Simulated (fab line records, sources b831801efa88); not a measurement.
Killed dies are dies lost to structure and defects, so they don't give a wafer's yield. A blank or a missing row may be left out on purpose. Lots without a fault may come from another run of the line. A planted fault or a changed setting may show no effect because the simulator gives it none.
fab line records | flow gf180mcu
record lots=24 wafers=72 last_day=34
route steps=602 shown V1@356 M3@409 V3@444
lots that met no fault: from a run of the same line without faults
start_h: hours from the record's first day to the start of the lot's first wafer shown | wait_h: hours since the lot's step before | " the same as in the row above | L1.1+2: a row that stands for several wafers | - no value, or no start given | * or withheld: withheld | < > ~ a bound
route shown NAME@n: a module of which the file shows steps, and the number in the route of the first | usual: mean/standard deviation of fault-free wafers | same: alike in all rows | chamber/n: place in a boat | sites: the reading at each site | _std_site: their standard deviation | _edge_site: outer sites' mean less inner sites' | radius_mm: how far each site lies from the wafer's centre | mask NAME#n: copy n | behind: the tool/chamber that last shaped the wafer | hold: why the lot was held/for how many hours/how that ended | device: the transistor (n, p or np) that didn't switch | end of line: the same wafers' tests at the end of the route | a step without rows: its recipe alone | killed: dies lost to structure and defects at the first sort, not the wafer's yield | map: a wafer's dies, x killed, . not, _ none there
set.NAME: the setting as run; set.NAME@STEP: as run at that earlier step | model.NAME: the simulator's own value behind a step, which no gauge read
steps of the route over a sample of lots; a table a step, a row a wafer
services: from which hour (start_h, from the record's first day; less than 0 if before it) a tool's chamber was out of use, for how many hours, and why
## steps
# step GF_V1_SPUTTER_21
# recipe material=Ti target_thk_nm=15 chamber_pressure_pa=5 power_w=2500 substrate_temp_c=200 time_s=80.02
# usual throttle_valve_pct=29.7/0.78
# columns lot.wafer tool chamber start_h wait_h throttle_valve_pct
L074.2 pvd_sputter-03 - 404.76 0.0 29.7
L074.3 " - " " 29.2
L074.6 " - " " 29.0
L075.1 pvd_sputter-01 - 426.68 0.0 29.7
L075.4 " - " " 30.3
L075.5 " - " " 30.7
L076.1 pvd_sputter-02 - 428.11 0.0 29.5
L076.2 " - " " 28.6
L076.5 " - " " 30.9
L077.1 pvd_sputter-01 - 449.43 0.0 29.5
L077.2 " - " " 30.1
L077.3 " - " " 30.8
L078.2 pvd_sputter-02 - 453.84 0.0 28.8
L078.3 " - " " 29.8
L078.4 " - " " 29.1
L079.1 pvd_sputter-02 - 476.91 0.0 31.1
L079.3 " - " " 29.6
L079.6 " - " " 29.0
L080.1 pvd_sputter-02 - 477.98 0.0 29.8
L080.2 " - " " 31.2
L080.6 " - " " 29.4
L081.3 pvd_sputter-03 - 481.88 0.0 29.8
L081.4 " - " " 29.3
L081.5 " - " " 30.0
L082.1 pvd_sputter-01 - 486.41 0.0 30.0
L082.2 " - " " 29.6
L082.5 " - " " 28.8
L083.3 pvd_sputter-02 - 492.37 0.0 29.2
L083.4 " - " " 29.8
L083.5 " - " " 29.1
L084.2 pvd_sputter-02 - 496.16 0.0 29.2
L084.5 " - " " 30.0
L084.6 " - " " 29.2
L085.2 pvd_sputter-01 - 510.37 0.0 29.2
L085.5 " - " " 29.8
L085.6 " - " " 29.3
L086.3 pvd_sputter-02 - 520.47 0.0 31.2
L086.4 " - " " 29.0
L086.5 " - " " 28.6
L087.1 pvd_sputter-02 - 527.18 0.0 29.0
L087.2 " - " " 29.3
L087.4 " - " " 28.3
L088.2 pvd_sputter-02 - 534.43 0.0 28.9
L088.3 " - " " 29.3
L088.5 " - " " 30.0
L089.1 pvd_sputter-01 - 543.19 0.0 29.4
L089.2 " - " " 30.6
L089.4 " - " " 30.3
L090.1 pvd_sputter-02 - 551.96 0.0 31.4
L090.5 " - " " 28.6
L090.6 " - " " 31.1
L091.1 pvd_sputter-03 - 557.36 0.0 29.6
L091.4 " - " " 29.1
L091.6 " - " " 28.9
L092.2 pvd_sputter-02 - 563.60 0.0 29.9
L092.5 " - " " 30.9
L092.6 " - " " 29.6
L093.1 pvd_sputter-02 - 573.70 0.0 29.4
L093.3 " - " " 30.0
L093.4 " - " " 28.9
L094.2 pvd_sputter-02 - 583.47 0.0 29.3
L094.3 " - " " 29.9
L094.5 " - " " 29.0
L095.2 pvd_sputter-01 - 589.27 0.0 29.9
L095.3 " - " " 28.8
L095.5 " - " " 29.2
L096.3 pvd_sputter-03 - 595.05 0.0 29.8
L096.4 " - " " 29.0
L096.6 " - " " 28.8
L097.2 pvd_sputter-01 - 605.99 0.0 29.8
L097.3 " - " " 30.5
L097.4 " - " " 30.2
# step GF_M3_SPUTTER_00
# recipe material=Ti target_thk_nm=37.5 arriving_ion_energy_ev=80 substrate_temp_c=200 chamber_pressure_pa=2 power_w=4128 time_s=150
# usual throttle_valve_pct=29.9/0.84
# columns lot.wafer tool chamber start_h wait_h throttle_valve_pct
L074.2 pvd_sputter-01 - 457.13 0.2 29.6
L074.3 " - " " 30.5
L074.6 " - " " 29.7
L075.1 pvd_sputter-01 - 478.96 0.2 29.2
L075.4 " - " " 29.5
L075.5 " - " " 30.8
L076.1 pvd_sputter-04 - 480.97 0.1 30.9
L076.2 " - " " 31.1
L076.5 " - " " 29.1
L077.1 pvd_sputter-01 - 501.15 0.2 29.7
L077.2 " - " " 30.4
L077.3 " - " " 30.3
L078.2 pvd_sputter-04 - 506.11 0.1 30.8
L078.3 " - " " 30.1
L078.4 " - " " 31.0
L079.1 pvd_sputter-02 - 528.84 0.1 29.3
L079.3 " - " " 31.1
L079.6 " - " " 29.9
L080.1 pvd_sputter-01 - 529.14 0.2 29.6
L080.2 " - " " 30.6
L080.6 " - " " 30.0
L081.3 pvd_sputter-04 - 532.30 0.2 31.1
L081.4 " - " " 28.6
L081.5 " - " " 30.9
L082.1 pvd_sputter-02 - 537.60 0.2 29.1
L082.2 " - " " 28.7
L082.5 " - " " 29.1
L083.3 pvd_sputter-04 - 543.21 0.1 31.1
L083.4 " - " " 31.0
L083.5 " - " " 29.1
L084.2 pvd_sputter-02 - 546.51 0.2 28.9
L084.5 " - " " 28.7
L084.6 " - " " 31.2
L085.2 pvd_sputter-01 - 560.51 0.2 28.9
L085.5 " - " " 29.7
L085.6 " - " " 28.9
L086.3 pvd_sputter-02 - 569.12 0.1 29.2
L086.4 " - " " 28.6
L086.5 " - " " 28.8
L087.1 pvd_sputter-02 - 576.30 0.1 28.4
L087.2 " - " " 31.1
L087.4 " - " " 29.9
L088.2 pvd_sputter-04 - 582.56 0.1 31.0
L088.3 " - " " 28.8
L088.5 " - " " 30.8
L089.1 pvd_sputter-01 - 591.26 0.2 30.7
L089.2 " - " " 30.3
L089.4 " - " " 29.3
L090.1 pvd_sputter-02 - 599.93 0.2 28.6
L090.5 " - " " 29.7
L090.6 " - " " 29.1
L091.1 pvd_sputter-02 - 604.25 0.1 29.3
L091.4 " - " " 31.1
L091.6 " - " " 29.3
L092.2 pvd_sputter-04 - 610.75 0.2 30.3
L092.5 " - " " 30.1
L092.6 " - " " 28.8
L093.1 pvd_sputter-01 - 619.94 0.2 30.2
L093.3 " - " " 29.6
L093.4 " - " " 30.5
L094.2 pvd_sputter-01 - 629.09 0.1 30.1
L094.3 " - " " 29.6
L094.5 " - " " 30.2
L095.2 pvd_sputter-01 - 635.04 0.1 30.4
L095.3 " - " " 29.7
L095.5 " - " " 30.4
L096.3 pvd_sputter-01 - 639.62 0.2 30.2
L096.4 " - " " 30.6
L096.6 " - " " 30.5
L097.2 pvd_sputter-02 - 651.11 0.1 29.7
L097.3 " - " " 28.8
L097.4 " - " " 31.2
# step GF_M3_METAL_ETCH_16
# recipe chemistry=Cl2/BCl3 mask_material=KrF target_depth_nm=627.5 stop_on=SiO2 pressure_mtorr=8 icp_w=800 bias_w=140 Cl2_flow_sccm=80 bcl3_flow_sccm=40 time_s=104.6
# usual drypump_motor_current_A=6.0/0.35 he_backside_leak_sccm=3.39/0.19 oes_product_au=0.973/0.0059 throttle_valve_pct=28.249/0.011
# columns lot.wafer tool chamber start_h wait_h drypump_motor_current_A he_backside_leak_sccm oes_product_au rf_hours_counter_h throttle_valve_pct
L074.2 rie_metal-02 0 481.56 0.0 6.3 3.37 0.980 4 28.238
L074.3 " 1 " " 6.1 3.08 0.963 - 28.234
L074.6 " 0 " " 6.3 3.19 0.981 - 28.227
L075.1 rie_metal-04 1 503.29 0.0 5.4 3.28 0.974 11 28.252
L075.4 " 0 " " 6.3 3.52 0.980 - 28.234
L075.5 " 0 " " 6.3 3.44 0.971 - 28.254
L076.1 rie_metal-01 1 505.14 0.0 5.9 3.50 0.971 10 28.254
L076.2 " 0 " " 5.8 3.44 0.976 1 28.258
L076.5 " 0 " " 5.7 3.35 0.970 - 28.264
L077.1 rie_metal-04 0 525.10 0.0 6.3 3.21 0.977 10 28.252
L077.2 " 1 " " 5.4 3.24 0.979 12 28.283
L077.3 " 0 " " 6.3 4.28 0.974 - 28.235
L078.2 rie_metal-04 0 529.83 0.1 6.3 3.28 0.973 - 28.245
L078.3 " 0 " " 6.3 3.35 0.969 - 28.256
L078.4 " 0 " " 6.3 3.52 0.973 - 28.241
L079.1 rie_metal-04 0 552.15 0.0 6.3 3.38 0.970 11 28.249
L079.3 " 0 " " 6.3 3.24 0.964 - 28.241
L079.6 " 0 " " 6.3 3.45 0.971 - 28.264
L080.1 rie_metal-02 0 552.50 0.0 6.4 3.56 0.975 6 28.240
L080.2 " 1 " " 6.1 3.34 0.970 3 28.256
L080.6 " 0 " " 6.4 3.39 0.983 - 28.234
L081.3 rie_metal-04 0 554.63 0.1 6.3 3.42 0.971 - 28.244
L081.4 " 0 " " 6.3 3.36 0.977 - 28.258
L081.5 " 0 " " 6.3 3.33 0.974 - 28.261
L082.1 rie_metal-04 0 560.20 0.0 6.3 3.39 0.975 12 28.256
L082.2 " 0 " " 6.3 3.26 0.964 - 28.241
L082.5 " 0 " " 6.3 3.49 0.979 - 28.259
L083.3 rie_metal-01 0 565.24 0.1 5.7 3.51 0.977 - 28.256
L083.4 " 1 " " 6.0 3.51 0.970 - 28.259
L083.5 " 1 " " 6.0 3.44 0.970 - 28.255
L084.2 rie_metal-04 0 568.93 0.1 6.3 3.37 0.967 - 28.239
L084.5 " 0 " " 6.3 3.40 0.982 - 28.237
L084.6 " 0 " " 6.3 3.29 0.969 - 28.249
L085.2 rie_metal-01 0 582.36 0.0 5.7 3.58 0.971 3 28.242
L085.5 " 1 " " 5.9 3.55 0.975 - 28.243
L085.6 " 0 " " 5.7 3.50 0.972 - 28.244
L086.3 rie_metal-02 1 590.79 0.1 6.1 3.19 0.968 - 28.257
L086.4 " 0 " " 6.4 3.34 0.970 - 28.257
L086.5 " 0 " " 6.3 3.40 0.976 - 28.246
L087.1 rie_metal-02 0 597.79 0.0 6.3 3.35 0.980 7 28.227
L087.2 " 1 " " 6.1 3.22 0.962 4 28.249
L087.4 " 0 " " 6.3 3.34 0.967 - 28.277
L088.2 rie_metal-04 0 603.99 0.0 6.3 3.37 0.969 14 28.234
L088.3 " 1 " " 5.5 3.37 0.970 - 28.247
L088.5 " 1 " " 5.4 3.24 0.972 - 28.251
L089.1 rie_metal-01 0 612.76 0.0 5.7 3.65 0.979 4 28.266
L089.2 " 0 " " 5.7 3.58 0.978 - 28.234
L089.4 " 0 " " 5.7 3.61 0.979 - 28.241
L090.1 rie_metal-04 1 620.94 0.0 5.4 3.23 0.968 1 28.256
L090.5 " 1 " " 5.5 3.20 0.967 - 28.249
L090.6 " 1 " " 5.5 3.18 0.970 - 28.255
L091.1 rie_metal-04 1 625.22 0.0 5.4 3.26 0.970 1 28.262
L091.4 " 1 " " 5.4 3.11 0.968 - 28.249
L091.6 " 1 " " 5.4 3.26 0.970 - 28.259
L092.2 rie_metal-04 1 631.04 0.1 5.4 3.35 0.971 - 28.258
L092.5 " 1 " " 5.5 3.35 0.970 - 28.246
L092.6 " 1 " " 5.5 3.32 0.974 - 28.254
L093.1 rie_metal-04 0 639.75 0.0 6.3 3.35 0.967 0 28.258
L093.3 " 0 " " 6.3 3.40 0.978 - 28.242
L093.4 " 1 " " 5.5 3.45 0.979 - 28.255
L094.2 rie_metal-02 1 649.29 0.0 6.1 3.06 0.967 6 28.243
L094.3 " 0 " " 6.3 3.25 0.983 - 28.231
L094.5 " 1 " " 6.1 3.07 0.977 - 28.243
L095.2 rie_metal-01 1 655.05 0.0 5.9 3.55 0.975 1 28.263
L095.3 " 1 " " 5.9 3.61 0.976 - 28.228
L095.5 " 0 " " 5.7 3.53 0.973 - 28.244
L096.3 rie_metal-01 1 659.39 0.1 6.0 3.61 0.970 - 28.251
L096.4 " 0 " " 5.7 3.60 0.971 - 28.257
L096.6 " 0 " " 5.7 3.43 0.973 - 28.231
L097.2 rie_metal-01 0 670.85 0.0 5.7 3.57 0.970 7 28.233
L097.3 " 0 " " 5.7 3.69 0.977 - 28.218
L097.4 " 1 " " 6.0 3.56 0.978 - 28.253
# step GF_V3_OVL_MEAS_15
# usual V3_OVL=-4/5.4
# columns lot.wafer tool chamber start_h wait_h V3_OVL[nm]
L074.2 overlay-01 - 506.58 0.1 -11
L074.3 " - " " -3
L074.6 " - " " -8
L075.1 overlay-01 - 528.02 0.1 5
L075.4 " - " " 4
L075.5 " - " " -1
L076.1 overlay-01 - 530.11 0.1 -11
L076.2 " - " " -8
L076.5 " - " " -13
L077.1 overlay-02 - 547.92 0.1 -14
L077.2 " - " " -9
L077.3 " - " " -12
L078.2 overlay-01 - 553.58 0.1 -11
L078.3 " - " " -4
L078.4 " - " " 2
L079.1 overlay-01 - 575.72 0.1 -9
L079.3 " - " " -6
L079.6 " - " " -10
L080.1 overlay-02 - 575.84 0.1 -4
L080.2 " - " " -4
L080.6 " - " " -2
L081.3 overlay-01 - 578.53 0.1 -7
L081.4 " - " " -8
L081.5 " - " " -2
L082.1 overlay-02 - 583.76 0.1 -8
L082.2 " - " " -5
L082.5 " - " " -4
L083.3 overlay-02 - 587.54 0.1 2
L083.4 " - " " 3
L083.5 " - " " -2
L084.2 overlay-01 - 591.19 0.1 -3
L084.5 " - " " 1
L084.6 " - " " -1
L085.2 overlay-01 - 605.13 0.1 -12
L085.5 " - " " -11
L085.6 " - " " -10
L086.3 overlay-01 - 613.27 0.1 -11
L086.4 " - " " -11
L086.5 " - " " -11
L087.1 overlay-02 - 619.88 0.1 -6
L087.2 " - " " -2
L087.4 " - " " -3
L088.2 overlay-02 - 626.26 0.1 -6
L088.3 " - " " -4
L088.5 " - " " -5
L089.1 overlay-02 - 634.56 0.1 -6
L089.2 " - " " -9
L089.4 " - " " -9
L090.1 overlay-01 - 641.71 0.1 -6
L090.5 " - " " -6
L090.6 " - " " -10
L091.1 overlay-01 - 646.61 0.1 2
L091.4 " - " " -3
L091.6 " - " " -2
L092.2 overlay-01 - 651.78 0.1 -9
L092.5 " - " " -6
L092.6 " - " " -8
L093.1 overlay-02 - 660.38 0.1 -8
L093.3 " - " " -5
L093.4 " - " " 4
L094.2 overlay-01 - 669.86 0.1 -3
L094.3 " - " " 5
L094.5 " - " " 0
L095.2 overlay-02 - 676.69 0.1 -1
L095.3 " - " " -4
L095.5 " - " " 7
L096.3 overlay-02 - 679.92 0.1 -3
L096.4 " - " " -5
L096.6 " - " " -4
L097.2 overlay-01 - 691.24 0.1 8
L097.3 " - " " 7
L097.4 " - " " 9
# step GF_V3_STRIP_18
# recipe chemistry=O2/N2 power_w=1400 pressure_mtorr=1500 platen_temp_c=250 o2_flow_sccm=3000 n2_flow_sccm=300 overash_fraction=0.5
# usual drypump_motor_current_A=5.9/0.32 heater_power_w=321/43 oes_product_au=0.591/0.0047
# columns lot.wafer tool chamber start_h wait_h drypump_motor_current_A heater_power_w oes_product_au rf_hours_counter_h
L074.2 plasma_asher-03 1 506.74 - 6.3 346 0.589 88
L074.3 " 0 " " 5.7 365 0.582 -
L074.6 " 0 " " 5.7 375 0.588 -
L075.1 plasma_asher-01 1 528.19 - 5.7 371 0.598 77
L075.4 " 1 " " 5.7 362 0.595 -
L075.5 " 0 " " 5.9 257 0.591 -
L076.1 plasma_asher-02 1 530.27 - 5.6 319 0.600 39
L076.2 " 0 " " 6.4 286 0.583 39
L076.5 " 1 " " 5.6 320 0.587 -
L077.1 plasma_asher-01 0 548.09 - 5.9 243 0.591 79
L077.2 " 1 " " 5.7 361 0.595 79
L077.3 " 1 " " 5.7 363 0.587 -
L078.2 plasma_asher-03 1 553.74 - 6.3 352 0.596 93
L078.3 " 0 " " 5.7 369 0.588 -
L078.4 " 1 " " 6.3 351 0.590 -
L079.1 plasma_asher-02 1 575.88 - 5.6 321 0.583 44
L079.3 " 1 " " 5.6 334 0.594 -
L079.6 " 1 " " 5.6 322 0.596 -
L080.1 plasma_asher-01 0 576.00 - 5.8 248 0.594 82
L080.2 " 1 " " 5.7 355 0.581 82
L080.6 " 0 " " 5.8 247 0.587 -
L081.3 plasma_asher-01 1 578.72 - 5.7 358 0.592 -
L081.4 " 0 " " 5.8 246 0.594 -
L081.5 " 0 " " 5.8 249 0.590 -
L082.1 plasma_asher-03 0 583.92 - 5.7 363 0.591 96
L082.2 " 1 " " 6.3 356 0.590 96
L082.5 " 1 " " 6.3 360 0.585 -
L083.3 plasma_asher-01 0 587.73 - 5.8 251 0.588 -
L083.4 " 1 " " 5.7 357 0.592 -
L083.5 " 1 " " 5.7 355 0.592 -
L084.2 plasma_asher-02 0 591.35 - 6.5 286 0.590 46
L084.5 " 1 " " 5.7 328 0.584 -
L084.6 " 0 " " 6.4 291 0.590 -
L085.2 plasma_asher-03 1 605.29 - 6.3 343 0.594 98
L085.5 " 1 " " 6.3 350 0.585 -
L085.6 " 0 " " 5.7 375 0.596 -
L086.3 plasma_asher-03 0 613.45 - 5.7 364 0.602 -
L086.4 " 1 " " 6.2 358 0.604 -
L086.5 " 1 " " 6.3 347 0.590 -
L087.1 plasma_asher-02 1 620.05 - 5.6 319 0.593 49
L087.2 " 0 " " 6.4 288 0.591 49
L087.4 " 0 " " 6.4 278 0.589 -
L088.2 plasma_asher-03 0 626.42 - 5.7 362 0.599 101
L088.3 " 0 " " 5.6 369 0.601 -
L088.5 " 1 " " 6.3 356 0.590 -
L089.1 plasma_asher-03 0 634.72 - 5.7 366 0.601 102
L089.2 " 1 " " 6.3 353 0.595 102
L089.4 " 1 " " 6.3 350 0.586 -
L090.1 plasma_asher-01 0 641.87 - 5.8 254 0.595 90
L090.5 " 1 " " 5.7 362 0.597 -
L090.6 " 0 " " 5.8 253 0.595 -
L091.1 plasma_asher-01 1 646.77 - 5.7 363 0.596 91
L091.4 " 1 " " 5.7 357 0.585 -
L091.6 " 1 " " 5.7 348 0.595 -
L092.2 plasma_asher-02 0 651.94 - 6.4 295 0.595 51
L092.5 " 0 " " 6.5 291 0.593 -
L092.6 " 1 " " 5.6 321 0.588 -
L093.1 plasma_asher-02 0 660.55 - 6.4 284 0.593 52
L093.3 " 1 " " 5.6 327 0.589 -
L093.4 " 0 " " 6.5 285 0.590 -
L094.2 plasma_asher-01 1 670.02 - 5.7 358 0.589 93
L094.3 " 0 " " 5.8 251 0.591 -
L094.5 " 1 " " 5.7 357 0.594 -
L095.2 plasma_asher-01 1 676.85 - 5.7 360 0.591 94
L095.3 " 0 " " 5.8 256 0.597 -
L095.5 " 0 " " 5.9 253 0.592 -
L096.3 plasma_asher-02 1 680.17 - 5.6 321 0.589 -
L096.4 " 0 " " 6.4 289 0.600 -
L096.6 " 0 " " 6.4 278 0.602 -
L097.2 plasma_asher-02 0 691.40 - 6.5 290 0.586 56
L097.3 " 0 " " 6.5 288 0.587 -
L097.4 " 1 " " 5.7 324 0.595 -
# step GF_V3_CVD_23
# recipe material=W target_thk_nm=350 time_s=104.9 temp_c=400 pressure_torr=40
# usual heater_power_w=812/67
# columns lot.wafer tool chamber start_h wait_h heater_power_w since_wet_clean_h
L074.2 cvd_w-01 0 507.42 0.0 883 603
L074.3 " 0 " " 907 -
L074.6 " 0 " " 880 -
L075.1 cvd_w-02 1 528.85 0.0 711 125
L075.4 " 1 " " 727 -
L075.5 " 1 " " 711 -
L076.1 cvd_w-01 1 530.91 0.0 823 627
L076.2 " 0 " " 865 627
L076.5 " 0 " " 890 -
L077.1 cvd_w-02 1 548.76 0.0 698 145
L077.2 " 0 " " 860 145
L077.3 " 1 " " 703 -
L078.2 cvd_w-02 1 554.37 0.0 713 150
L078.3 " 1 " " 733 -
L078.4 " 0 " " 835 -
L079.1 cvd_w-02 0 576.52 0.0 861 173
L079.3 " 1 " " 738 -
L079.6 " 1 " " 723 -
L080.1 cvd_w-01 0 576.64 0.0 883 673
L080.2 " 1 " " 841 673
L080.6 " 0 " " 904 -
L081.3 cvd_w-01 0 579.36 0.1 876 -
L081.4 " 1 " " 823 -
L081.5 " 0 " " 896 -
L082.1 cvd_w-02 1 584.90 0.0 727 181
L082.2 " 0 " " 853 181
L082.5 " 0 " " 864 -
L083.3 cvd_w-02 0 588.73 0.1 878 -
L083.4 " 1 " " 730 -
L083.5 " 0 " " 847 -
L084.2 cvd_w-01 0 592.32 0.0 897 688
L084.5 " 0 " " 894 -
L084.6 " 1 " " 827 -
L085.2 cvd_w-02 1 605.96 0.0 691 202
L085.5 " 1 " " 705 -
L085.6 " 0 " " 839 -
L086.3 cvd_w-01 1 614.18 0.1 821 -
L086.4 " 0 " " 906 -
L086.5 " 1 " " 810 -
L087.1 cvd_w-02 1 620.68 0.0 704 217
L087.2 " 0 " " 847 217
L087.4 " 1 " " 681 -
L088.2 cvd_w-02 1 627.46 0.0 726 223
L088.3 " 0 " " 854 -
L088.5 " 1 " " 709 -
L089.1 cvd_w-02 1 635.70 0.0 731 232
L089.2 " 0 " " 845 232
L089.4 " 1 " " 735 -
L090.1 cvd_w-01 1 642.50 0.0 801 739
L090.5 " 1 " " 822 -
L090.6 " 0 " " 879 -
L091.1 cvd_w-01 0 647.40 0.0 910 743
L091.4 " 1 " " 843 -
L091.6 " 0 " " 887 -
L092.2 cvd_w-02 1 652.57 0.0 707 249
L092.5 " 0 " " 875 -
L092.6 " 1 " " 726 -
L093.1 cvd_w-02 1 661.18 0.0 730 257
L093.3 " 0 " " 870 -
L093.4 " 1 " " 741 -
L094.2 cvd_w-02 1 670.65 0.0 716 267
L094.3 " 1 " " 707 -
L094.5 " 1 " " 732 -
L095.2 cvd_w-01 0 677.48 0.0 926 773
L095.3 " 0 " " 875 -
L095.5 " 1 " " 803 -
L096.3 cvd_w-01 1 680.81 0.1 798 -
L096.4 " 0 " " 892 -
L096.6 " 0 " " 875 -
L097.2 cvd_w-02 1 692.12 0.0 727 288
L097.3 " 1 " " 715 -
L097.4 " 0 " " 853 -
## services
# columns tool chamber start_h hours kind
plasma_asher-03 - 388.90 3.3 repair
cvd_w-02 - 390.00 14.0 pm
cvd_w-01 - 412.75 1.5 repair
plasma_asher-02 - 420.90 1.2 repair
cvd_w-01 - 441.91 1.5 repair
cvd_w-01 0 442.53 9.2 repair
cvd_w-02 - 455.50 1.2 repair
cvd_w-01 - 457.00 2.8 pm
rie_metal-04 0 465.98 1.8 repair
cvd_w-02 - 474.44 2.1 repair
cvd_w-01 - 485.34 6.0 pm
cvd_w-02 - 506.86 6.0 pm
plasma_asher-01 - 519.76 6.1 repair
cvd_w-02 0 524.05 12.5 repair
rie_metal-04 1 546.72 37.6 repair
rie_metal-01 - 562.64 1.3 repair
rie_metal-04 - 592.78 0.7 repair
plasma_asher-02 - 627.87 9.3 repair
plasma_asher-02 - 639.68 5.9 repair
cvd_w-01 0 647.97 3.6 repair
cvd_w-02 - 649.83 0.8 repair
pvd_sputter-01 - 662.95 7.4 repair
cvd_w-01 - 682.09 6.9 pm
pvd_sputter-02 - 684.61 17.5 repair
## key
fault none
